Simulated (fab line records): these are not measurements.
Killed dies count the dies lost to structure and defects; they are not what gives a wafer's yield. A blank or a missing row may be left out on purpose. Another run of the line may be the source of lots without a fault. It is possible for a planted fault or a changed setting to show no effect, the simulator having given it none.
Split-lot study / flow sky130 / 23 wafers read across 5 lots, on a route 708 steps long

== SPLIT DETAILS ==
At SKY_SONOS_TUNNEL_IMPLANT_09, the setting dose cm2 was moved away from the recipe's 1e+12 on 8 of the 23 wafers read, by +3.1% to +7.3%. For the rest of the wafers, this setting stayed at what the recipe calls for.

== FROM THE SPLIT TO THE READING: what the file shows between them, 2 steps ==
- SKY_SONOS_TUNNEL_WET_ETCH_10: etches SiO2 in dHF, target depth 14 nm, time 280 s
- SKY_SONOS_TUNNEL_STRIP_11: strips in SPM, time 600 s

== THE READING ==
SONOS_TUNNEL_TW, at SKY_SONOS_TUNNEL_TW_MEAS_12. Fault-free wafers of this fab line usually give 196.1, standard deviation 1.6.

wafer=L077.1; tool, chamber at the split=implanter-02, 0; dose cm2 as run=1e+12; against the recipe=recipe; SONOS_TUNNEL_TW=198.6; against lot-mates on the recipe=-
wafer=L077.2; tool, chamber at the split=implanter-02, 0; dose cm2 as run=1e+12; against the recipe=recipe; SONOS_TUNNEL_TW=198.3; against lot-mates on the recipe=-
wafer=L077.3; tool, chamber at the split=implanter-02, 0; dose cm2 as run=1e+12; against the recipe=recipe; SONOS_TUNNEL_TW=198.3; against lot-mates on the recipe=-
wafer=L077.4; tool, chamber at the split=implanter-02, 0; dose cm2 as run=1e+12; against the recipe=recipe; SONOS_TUNNEL_TW=199.4; against lot-mates on the recipe=-
wafer=L077.5; tool, chamber at the split=implanter-02, 0; dose cm2 as run=1e+12; against the recipe=recipe; SONOS_TUNNEL_TW=197.7; against lot-mates on the recipe=-
wafer=L079.1; tool, chamber at the split=implanter-04, 0; dose cm2 as run=1e+12; against the recipe=recipe; SONOS_TUNNEL_TW=193.5; against lot-mates on the recipe=-
wafer=L079.2; tool, chamber at the split=implanter-04, 0; dose cm2 as run=1.048e+12; against the recipe=+4.8%; SONOS_TUNNEL_TW=196.4; against lot-mates on the recipe=+2.4
wafer=L079.3; tool, chamber at the split=implanter-04, 0; dose cm2 as run=1.048e+12; against the recipe=+4.8%; SONOS_TUNNEL_TW=197.6; against lot-mates on the recipe=+3.6
wafer=L079.4; tool, chamber at the split=implanter-04, 0; dose cm2 as run=1e+12; against the recipe=recipe; SONOS_TUNNEL_TW=194.7; against lot-mates on the recipe=-
wafer=L079.5; tool, chamber at the split=implanter-04, 0; dose cm2 as run=1e+12; against the recipe=recipe; SONOS_TUNNEL_TW=193.9; against lot-mates on the recipe=-
wafer=L080.2; tool, chamber at the split=implanter-03, 0; dose cm2 as run=1.073e+12; against the recipe=+7.3%; SONOS_TUNNEL_TW=200.8; against lot-mates on the recipe=+4.1
wafer=L080.3; tool, chamber at the split=implanter-03, 0; dose cm2 as run=1e+12; against the recipe=recipe; SONOS_TUNNEL_TW=197.2; against lot-mates on the recipe=-
wafer=L080.4; tool, chamber at the split=implanter-03, 0; dose cm2 as run=1.073e+12; against the recipe=+7.3%; SONOS_TUNNEL_TW=201.5; against lot-mates on the recipe=+4.8
wafer=L080.5; tool, chamber at the split=implanter-03, 0; dose cm2 as run=1.073e+12; against the recipe=+7.3%; SONOS_TUNNEL_TW=200.6; against lot-mates on the recipe=+3.8
wafer=L080.6; tool, chamber at the split=implanter-03, 0; dose cm2 as run=1e+12; against the recipe=recipe; SONOS_TUNNEL_TW=196.3; against lot-mates on the recipe=-
wafer=L083.1; tool, chamber at the split=implanter-04, 0; dose cm2 as run=1.031e+12; against the recipe=+3.1%; SONOS_TUNNEL_TW=198.7; against lot-mates on the recipe=+1.6
wafer=L083.3; tool, chamber at the split=implanter-04, 0; dose cm2 as run=1e+12; against the recipe=recipe; SONOS_TUNNEL_TW=196.6; against lot-mates on the recipe=-
wafer=L083.4; tool, chamber at the split=implanter-04, 0; dose cm2 as run=1.031e+12; against the recipe=+3.1%; SONOS_TUNNEL_TW=198.4; against lot-mates on the recipe=+1.3
wafer=L083.5; tool, chamber at the split=implanter-04, 0; dose cm2 as run=1e+12; against the recipe=recipe; SONOS_TUNNEL_TW=197.5; against lot-mates on the recipe=-
wafer=L083.6; tool, chamber at the split=implanter-04, 0; dose cm2 as run=1.031e+12; against the recipe=+3.1%; SONOS_TUNNEL_TW=198.7; against lot-mates on the recipe=+1.6
wafer=L085.1; tool, chamber at the split=implanter-04, 0; dose cm2 as run=1e+12; against the recipe=recipe; SONOS_TUNNEL_TW=196.9; against lot-mates on the recipe=-
wafer=L085.2; tool, chamber at the split=implanter-04, 0; dose cm2 as run=1e+12; against the recipe=recipe; SONOS_TUNNEL_TW=197.0; against lot-mates on the recipe=-
wafer=L085.4; tool, chamber at the split=implanter-04, 0; dose cm2 as run=1e+12; against the recipe=recipe; SONOS_TUNNEL_TW=197.0; against lot-mates on the recipe=-

FIT RESULTS
A straight line over all 23 wafers: SONOS_TUNNEL_TW changes by +0.467 for each +1% of dose cm2; r = +0.64; the points scatter about the line by 1.6.
The same after taking each lot's own level away (the mean of its wafers on the recipe; 23 wafers): +0.579 for each +1%; r = +0.96; scatter 0.47.
On that fit, the largest move of dose cm2 shifts the reading by 4.2.
From 194.03 to 198.46: that is the span of the lots' own levels, equal to 2.8 times the standard deviation above.
So the lot-to-lot level blurs the effect unless lot-mates are compared.
Check: with one of the wafers moved furthest among these (+7.3%) left out of the fit, the line predicts +4.26 for it against its lot-mates. It came out at +4.05 against them.

== OTHER SPLITS APPLIED TO THESE WAFERS ==
Other splits were also applied to these wafers ahead of the reading. Each is held against what the fit with the lots' levels taken away leaves over:
other split on the same wafers=SKY_VT_ADJUST_LVTN_STRIP_20 o2 flow sccm; wafers away from the commonest value=8; r with SONOS_TUNNEL_TW (lot level and that fit taken away)=-0.25
other split on the same wafers=SKY_VT_ADJUST_NCORE_DEVELOP_06 dev temp c; wafers away from the commonest value=9; r with SONOS_TUNNEL_TW (lot level and that fit taken away)=+0.32
other split on the same wafers=SKY_VT_ADJUST_HVTR_COAT_02 spin rpm; wafers away from the commonest value=11; r with SONOS_TUNNEL_TW (lot level and that fit taken away)=-0.12
other split on the same wafers=SKY_VT_ADJUST_PCH_IMPLANT_08 energy kev; wafers away from the commonest value=10; r with SONOS_TUNNEL_TW (lot level and that fit taken away)=-0.16

== FILE'S OWN FIT ==
SONOS_TUNNEL_TW changes by +0.579 for each +1% of dose cm2, r = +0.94.
